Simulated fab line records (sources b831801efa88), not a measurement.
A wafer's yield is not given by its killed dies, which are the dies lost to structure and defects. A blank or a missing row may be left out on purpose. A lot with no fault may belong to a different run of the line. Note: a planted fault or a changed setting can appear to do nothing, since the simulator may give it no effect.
A lot that was struck, set against a sound lot + flow sky130 + 15 out of 708 route steps
Sound: the wafers L904.2, L904.3, L904.4. Wafers L914.2, L914.3, L914.5 were the ones struck. The cause is given at the end.
For every step that has rows: the tool of each side, followed by ch and its chambers, followed by its first start. Under that, the readings that differ: sound wafers + struck wafers + difference of the means + sigmas: that difference in standard deviations of wafers without a fault.
alike: words and numbers the same on both sides, and readings whose means are apart by under 2 such deviations; not compared: readings that were withheld, readings missing a value for some wafer, numbers with overlapping values and no deviation given by the record, and bounds like >300 which may hide the same value.
The two part at a step that has a row with sigmas, a row that says differs or no value, or rows on one side only. When numbers do not overlap yet have no deviation, they are printed without sigmas and do not part them. A reading missing from all wafers of one side parts the sides only when that side holds two or more wafers.

first, 3 steps without rows for these wafers: SKY_FIELD_ISO_WET_ETCH_30 (etches SiO2 in dHF, target depth 25 nm, time 50 s); SKY_NWELL_CLEAN_00 (cleans in SC1/SC2, time 150 s); SKY_NWELL_OXIDATION_01 (stabilise 600 s, purge 300 s, target thk 10 nm).
SKY_NWELL_THK_MEAS_02:
  struck on filmMetro-03, day 4 20:16; sound on filmMetro-04, day 2 16:56
  alike: NWELL_OXIDATION_THK
then, 8 steps without rows for these wafers: SKY_DNWELL_DEHYDRATE_00 (time 60 s); SKY_DNWELL_HMDS_01 (prime time 60 s); SKY_DNWELL_COAT_02 (resist thk 3000 nm); SKY_DNWELL_SOFTBAKE_03; SKY_DNWELL_EXPOSE_04 (exposes mask DNM, target cd 3000 nm); SKY_DNWELL_PEB_05; SKY_DNWELL_DEVELOP_06 (develop time 60 s); SKY_DNWELL_IMPLANT_07.
SKY_DNWELL_STRIP_08: strips in O2/N2.
  sound on plasmaAsher-03 ch 0,1, day 3 08:53; struck on plasmaAsher-01 ch 1, day 5 13:38
| reading           | sound             | struck            | difference | sigmas |
|-------------------|-------------------|-------------------|------------|--------|
| n2FlowSccm (sccm) | 300.3 299.9 299.1 | 360.4 360.6 360.2 | +60.6      | +76    |
  alike: drypumpMotorCurrentA, oesProductAu, stripTimeToEndpointS
  not compared: rfHoursCounterH
SKY_DNWELL_TW_MEAS_09:
  struck on filmMetro-04, day 5 13:44; sound on filmMetro-04, day 3 08:59
  alike: DNWELL_TW
-- the record jumps here: 43 days lie between the struck wafers' starts before and after (it left off in module DNWELL and takes up again in module PAD_OPEN, whose first step shown is number 708 of the route) --
SKY_PAD_OPEN_PROBE_99:
  struck on prober-01, day 48 04:28; sound on prober-02, day 45 17:26
  alike: killed_at_M0_to_M3, killed_at_M4_up, killedAtContacts, killedAtFrontEnd, killedAtOther, killedDies, killedOpen, killedShort

== WHERE THEY PART ==
Only at SKY_DNWELL_STRIP_08, as far as this record shows. Later steps at which nothing parts them and some readings are alike: SKY_DNWELL_TW_MEAS_09, SKY_PAD_OPEN_PROBE_99.

WHY: what had been put in by the simulator
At SKY_DNWELL_STRIP_08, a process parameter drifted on plasmaAsher-01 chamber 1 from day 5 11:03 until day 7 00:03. Setting n2FlowSccm, moved by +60, from 300. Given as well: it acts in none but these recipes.
